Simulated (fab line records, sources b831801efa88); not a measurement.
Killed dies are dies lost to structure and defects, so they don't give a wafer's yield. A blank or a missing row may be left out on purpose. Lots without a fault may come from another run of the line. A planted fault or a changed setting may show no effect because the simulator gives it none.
One fault seen from 2 desks | flow sky130 | each desk has only its own numbers; what lay behind them comes last

THE METROLOGY DESK
What the gauges read, lot by lot, whatever tool the lot ran on: means of the sampled wafers that have a number. A lot is out of limits, marked OUT, if its mean lies more than 4 standard deviations from the usual mean; the brackets give that distance.
Columns: A = cd_nm at SKY_POLY_GATE_CD_MEAS_13, usual 149.6 nm; B = POLY_GATE_OVL at SKY_POLY_GATE_OVL_MEAS_14, usual -3 nm
lot  | first seen here | A     | B
L411 | day 17 17:35    | 148.9 | -1
L423 | day 21 10:46    | 150.2 | -3
L424 | day 22 03:07    | 148.0 | -2
L426 | day 22 18:52    | 148.5 | -6
L427 | day 22 22:48    | 148.1 | -5
L429 | day 23 15:30    | 151.6 | 5
This desk's finding: nothing out of limits on any of the 6 lots.

THE TOOL OWNER'S DESK: rie_si-02
The tool's own readings at SKY_POLY_GATE_ETCH_17 (etches poly-Si in HBr/Cl2, stops on SiO2, target depth 180 nm, time 70.5 s): means of the sampled wafers that have a number, for each lot that ran on this tool. A lot is out of limits, marked OUT, if its mean lies more than 4 standard deviations from the usual mean; the brackets give that distance.
Columns: A = drypump_motor_current_A at SKY_POLY_GATE_ETCH_17, usual 5.8 A; B = oes_product_au at SKY_POLY_GATE_ETCH_17, usual 0.988 a.u.; C = rf_fwd_power_W at SKY_POLY_GATE_ETCH_17, usual 397.1 W; D = throttle_valve_pct at SKY_POLY_GATE_ETCH_17, usual 33.683 %
lot  | first seen here | A   | B     | C               | D
L411 | day 17 17:55    | 5.7 | 0.979 | 396.8           | 33.676
L424 | day 22 03:25    | 6.0 | 0.996 | 461.9 (+38) OUT | 33.684
L426 | day 22 19:13    | 5.9 | 1.008 | 462.8 (+39) OUT | 33.680
This desk's finding: out of limits on L424, L426; first on L424, day 22 03:25 (rf_fwd_power_W at SKY_POLY_GATE_ETCH_17). In limits: L411.

PUT TOGETHER
The tool owner's desk could have raised an alarm at day 22 03:25, on L424, L426.
The metrology desk saw nothing out of limits.
The metrology desk has L424, L426 on record, within its limits.
Of the lots named, all ran SKY_POLY_GATE_ETCH_17 on rie_si-02.

WHAT THE SIMULATOR HAD PUT IN
Process parameter drift: rie_si-02, from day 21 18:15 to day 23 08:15, at SKY_POLY_GATE_ETCH_17. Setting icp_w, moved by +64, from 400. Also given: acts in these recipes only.
Lots struck among those shown: L424, L426.
Hours from the fault's start to each desk's first reading out of limits: the tool owner's desk, 9.
